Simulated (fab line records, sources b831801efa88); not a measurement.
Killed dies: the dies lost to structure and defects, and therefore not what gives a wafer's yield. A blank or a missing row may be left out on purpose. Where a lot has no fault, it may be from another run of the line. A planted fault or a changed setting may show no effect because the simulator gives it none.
Code-filled problem report in 8D (eight disciplines) form || flow gf180mcu || the parts of the form that need people (team, actions taken, sign-off) are left out

## 1. THE ISSUE
NSD_TW at GF_NSD_TW_MEAS_12 reads a mean of 4495 on 9 wafers of 3 lots; wafers without a fault read 4243 with a standard deviation of 37. That is +6.8 standard deviations from the usual mean.
First seen on wafer L413.4, day 16 13:59, on filmMetro-01. The record has a number at this step for 33 wafers belonging to 11 lots. The rule behind "out" and "out of limits": a value lying over 4 standard deviations away from the usual mean. Any other wafer with a number is counted as sound.

## 2. WHAT THIS IS AND IS NOT
{"question": "which readings at this step", "is": "NSD_TW", "is not": "-"}
{"question": "which lots", "is": "L413, L414, L415", "is not": "L407, L410, L417, L419, L424, L425, L426, L427"}
{"question": "which wafers of those lots", "is": "all that have a number", "is not": "-"}
{"question": "read on which gauges", "is": "filmMetro-01", "is not": "filmMetro-03"}
{"question": "when", "is": "from day 16 13:59", "is not": "up to then (6 sound wafers); but 18 sound wafers of L417, L419, L424, L425, L426, L427 came after"}

## 3. SUSPECTS, AND WHAT RULES EACH OUT
Counting: a tool at a process step up to the reading stays a suspect if it ran every lot that is out and no sound lot after the first of them.
- the gauge at GF_NSD_TW_MEAS_12: ruled out. All the wafers that are out were read on filmMetro-01, but those of them that GF_NSD_IMPLANT_09 has rows for are out there too, on other tools.
- implanter-01 at GF_NSD_IMPLANT_09: ruled out as a lasting fault. After its first lot that is out, L413 (day 16 13:38), sound lots L427 ran on it.
- plasmaAsher-03 at GF_NSD_STRIP_11 (strips in O2/N2): ruled out as a lasting fault. After its first lot that is out, L413 (day 16 13:53), sound lots L425, L426 ran on it.
Left after counting: nothing in the record.

## 4. THE CAUSE (what the simulator had put in)
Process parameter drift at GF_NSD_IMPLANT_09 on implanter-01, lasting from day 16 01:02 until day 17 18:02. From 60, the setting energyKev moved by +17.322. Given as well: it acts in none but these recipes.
Counting ruled it out, wrongly: the rule takes a fault to strike every lot that its tool runs from its start on, and this one did not.

## 5. SEQUENCE OF EFFECTS, ordered by route
Each row: a reading where the mean over the struck wafers with a number is more than 3 standard deviations away from the usual. Only readings whose record carries a usual standard deviation are examined. hours: median over the lots of the time between each lot's start at the first step of this table that gives one and its start at this step. sigmas: the change, counted in usual standard deviations.
{"hours": 0, "step": "GF_NSD_IMPLANT_09", "reading": "beamEnergyKeV", "usual": 59.999, "on struck wafers": 77.321, "change": "+17.322", "sigmas": "+99 or more"}
{"hours": 0, "step": "GF_NSD_STRIP_11", "reading": "oesProductAu", "usual": "0.487 a.u.", "on struck wafers": 0.462, "change": -0.025, "sigmas": -5.7}
{"hours": 0, "step": "GF_NSD_STRIP_11", "reading": "stripTimeToEndpointS", "usual": "22.98 s", "on struck wafers": 25.35, "change": "+2.37", "sigmas": "+61"}
{"hours": 0, "step": "GF_NSD_TW_MEAS_12", "reading": "NSD_TW", "usual": 4243, "on struck wafers": 4495, "change": "+252", "sigmas": "+6.8"}
{"hours": 24, "step": "GF_PSD_RS_MEAS_14", "reading": "NSD_RS", "usual": "46.19 ohm/sq", "on struck wafers": 41.83, "change": -4.36, "sigmas": -51}
Process steps it contains:
- GF_NSD_IMPLANT_09
- GF_NSD_STRIP_11: strips in O2/N2.
Readings that are blank on the struck wafers while sound wafers have them: beamOnS at GF_NSD_IMPLANT_09.

## 6. WHAT WOULD HAVE CAUGHT IT SOONER
13 hours passed between the start of the fault at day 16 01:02 and the first reading out of limits at a measuring or inspecting step in this record, taken at day 16 13:59.
The tool's own readings at GF_NSD_IMPLANT_09 were out on every struck wafer that the step has a row for (beamEnergyKeV): an alarm limit on them would have fired on the first of those.
